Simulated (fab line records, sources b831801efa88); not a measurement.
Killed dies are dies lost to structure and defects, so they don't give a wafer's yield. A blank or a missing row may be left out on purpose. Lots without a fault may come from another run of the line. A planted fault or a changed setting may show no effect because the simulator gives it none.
Which tool did it? | flow gf180mcu | 12 lots, 36 wafers sampled, at 4 steps of a route of 602

WHAT THE GAUGES READ, wafer by wafer
GF_NWELL_OVL_MEAS_07. Usual: NWELL_OVL -0.4 nm, standard deviation 1.3.
lot  | measured    | on         | NWELL_OVL (nm) | flag
L105 | day 3 12:52 | overlay-01 | 1.6 -1.7 -0.4  |
L107 | day 4 00:24 | overlay-01 | 1.3 -0.1 -1.2  |
L109 | day 4 12:16 | overlay-01 | 0.3 2.9 2.4    |
L112 | day 5 01:56 | overlay-02 | -2.1 0.4 -0.3  |
L113 | day 5 07:19 | overlay-02 | -0.5 -0.6 -2.8 |
L116 | day 6 00:09 | overlay-02 | 0.0 0.5 -0.2   |
L118 | day 6 12:55 | overlay-02 | -2.3 -3.4 -0.7 |
L120 | day 6 23:23 | overlay-02 | -0.3 0.1 0.0   |
L121 | day 7 05:55 | overlay-01 | 1.8 -0.4 -0.1  |
L125 | day 8 02:46 | overlay-01 | -0.9 -0.5 -1.0 |
L126 | day 8 08:11 | overlay-01 | -0.6 -1.6 -0.2 |
L127 | day 8 12:54 | overlay-02 | 0.2 0.3 -0.8   |

GF_POLY_GATE_THK_MEAS_01. Usual: POLY_GATE_CVD_00_THK 199.9 nm, standard deviation 2.1.
lot  | measured     | on            | POLY_GATE_CVD_00_THK (nm) | flag
L105 | day 8 18:26  | film_metro-02 | 198.0 200.0 200.1         |
L107 | day 9 08:23  | film_metro-04 | 197.7 200.6 197.1         |
L109 | day 10 04:38 | film_metro-02 | 198.7 200.9 201.8         |
L112 | day 10 21:52 | film_metro-02 | 217.5 216.4 216.2         | OFF
L113 | day 11 06:49 | film_metro-02 | 211.4 213.8 213.0         | OFF
L116 | day 12 06:14 | film_metro-02 | 199.2 199.9 198.5         |
L118 | day 12 14:09 | film_metro-02 | 201.9 201.5 200.7         |
L120 | day 13 07:35 | film_metro-02 | 203.5 202.9 201.8         |
L121 | day 13 17:40 | film_metro-04 | 199.3 198.5 198.8         |
L125 | day 14 17:25 | film_metro-02 | 203.0 203.4 201.4         |
L126 | day 15 01:31 | film_metro-02 | 202.9 204.0 203.5         |
L127 | day 15 08:24 | film_metro-03 | 201.1 199.5 200.8         |

WHICH TOOL RAN EACH LOT (tool, then ch and the chambers of the sampled wafers, then the start)
lot  | GF_VT_IMPLANT_STRIP_31               | GF_POLY_GATE_CVD_00
L105 | plasma_asher-01 ch 0,1, day 7 03:42  | lpcvd-02 ch 0, day 8 17:05
L107 | plasma_asher-03 ch 0,1, day 7 17:47  | lpcvd-02 ch 0, day 9 07:02
L109 | plasma_asher-01 ch 0,1, day 8 09:24  | lpcvd-02 ch 1, day 10 03:18
L112 | plasma_asher-02 ch 0, day 9 01:06    | lpcvd-01 ch 1, day 10 20:32
L113 | plasma_asher-03 ch 0,1, day 9 07:39  | lpcvd-01 ch 0, day 11 05:29
L116 | plasma_asher-03 ch 0,1, day 10 06:01 | lpcvd-02 ch 0, day 12 03:14
L118 | plasma_asher-02 ch 0,1, day 10 18:34 | lpcvd-02 ch 0, day 12 12:47
L120 | plasma_asher-03 ch 0,1, day 11 08:20 | lpcvd-02 ch 0, day 13 06:13
L121 | plasma_asher-01 ch 0,1, day 11 16:11 | lpcvd-02 ch 0, day 13 15:38
L125 | plasma_asher-01 ch 0,1, day 12 16:15 | lpcvd-02 ch 0, day 14 16:04
L126 | plasma_asher-03 ch 0,1, day 12 20:19 | lpcvd-02 ch 0, day 15 00:11
L127 | plasma_asher-02 ch 0,1, day 13 03:52 | lpcvd-01 ch 0, day 15 07:04
- GF_VT_IMPLANT_STRIP_31: strips in O2/N2.
- GF_POLY_GATE_CVD_00: deposits poly-Si, target thk 200 nm, time 1200 s.

WHAT THE TOOLS THEMSELVES READ (means of the sampled wafers that have a number; where no wafer has one, the mark that the record gives instead)
GF_VT_IMPLANT_STRIP_31. Usual: drypump_motor_current_A 5.6 A, standard deviation 0.52; heater_power_w 349 W, standard deviation 28; oes_product_au 0.716 a.u., standard deviation 0.0045; strip_time_to_endpoint_s 12.64 s, standard deviation 0.04.
lot  | tool            | drypump_motor_current_A (A) | heater_power_w (W) | oes_product_au (a.u.) | strip_time_to_endpoint_s (s) | flag
L105 | plasma_asher-01 | 6.0                         | 364                | 0.713                 | 12.59                        |
L107 | plasma_asher-03 | 5.1                         | 312                | 0.715                 | 12.65                        |
L109 | plasma_asher-01 | 6.0                         | 370                | 0.717                 | 12.58                        |
L112 | plasma_asher-02 | 6.1                         | 391                | 0.709                 | 12.61                        |
L113 | plasma_asher-03 | 5.5                         | 326                | 0.717                 | 12.71                        |
L116 | plasma_asher-03 | 5.6                         | 328                | 0.716                 | 12.65                        |
L118 | plasma_asher-02 | 5.4                         | 359                | 0.715                 | 12.66                        |
L120 | plasma_asher-03 | 5.5                         | 326                | 0.716                 | 12.63                        |
L121 | plasma_asher-01 | 5.8                         | 357                | 0.714                 | 12.63                        |
L125 | plasma_asher-01 | 6.0                         | 370                | 0.718                 | 12.67                        |
L126 | plasma_asher-03 | 5.6                         | 331                | 0.718                 | 12.69                        |
L127 | plasma_asher-02 | 5.4                         | 361                | 0.719                 | 12.68                        |

GF_POLY_GATE_CVD_00. Usual: pressure_mtorr 200.0 mTorr, standard deviation 0.43; spike_tc_upper_C 619.9 C, standard deviation 1; zone_power_bottom_pct 13.0 %, standard deviation 0.95.
lot  | tool     | pressure_mtorr (mTorr) | spike_tc_upper_C (C) | zone_power_bottom_pct (%) | flag
L105 | lpcvd-02 | 199.6                  | 619.5                | 12.2                      |
L107 | lpcvd-02 | 200.2                  | 619.6                | 12.2                      |
L109 | lpcvd-02 | 200.0                  | 619.7                | 12.1                      |
L112 | lpcvd-01 | 200.2                  | 620.7                | 14.4                      |
L113 | lpcvd-01 | 199.7                  | 620.6                | 13.6                      |
L116 | lpcvd-02 | 200.0                  | 618.3                | 12.2                      |
L118 | lpcvd-02 | 200.1                  | 619.6                | 12.2                      |
L120 | lpcvd-02 | 199.4                  | 618.9                | 12.2                      |
L121 | lpcvd-02 | 199.9                  | 618.6                | 12.3                      |
L125 | lpcvd-02 | 200.3                  | 619.7                | 12.1                      |
L126 | lpcvd-02 | 200.0                  | 619.6                | 12.3                      |
L127 | lpcvd-01 | 200.1                  | 620.8                | 13.7                      |

THE ANSWER, worked out from the rows above alone
Rule: a lot is off if the mean of its wafers that have a number lies more than 3 standard deviations from the usual mean. A lot without any number at a reading at which 4 lots or more have one is off too. The other lots that the step has rows for count as sound. The gauges are gone through in route order, then the tools' own readings, and for those a lot's mean is taken as printed above. The first step at which some lot is off is used, and at that step the reading that is off furthest; a lot without a number counts as furthest.
Off: L112, L113, at GF_POLY_GATE_THK_MEAS_01 (POLY_GATE_CVD_00_THK).
A tool fits if, at a process step before that reading, it ran every lot that is off, and no sound lot after the first of them. The gauges at GF_POLY_GATE_THK_MEAS_01 are tried like those tools. None of those tried fits.

WHAT THE SIMULATOR HAD PUT IN
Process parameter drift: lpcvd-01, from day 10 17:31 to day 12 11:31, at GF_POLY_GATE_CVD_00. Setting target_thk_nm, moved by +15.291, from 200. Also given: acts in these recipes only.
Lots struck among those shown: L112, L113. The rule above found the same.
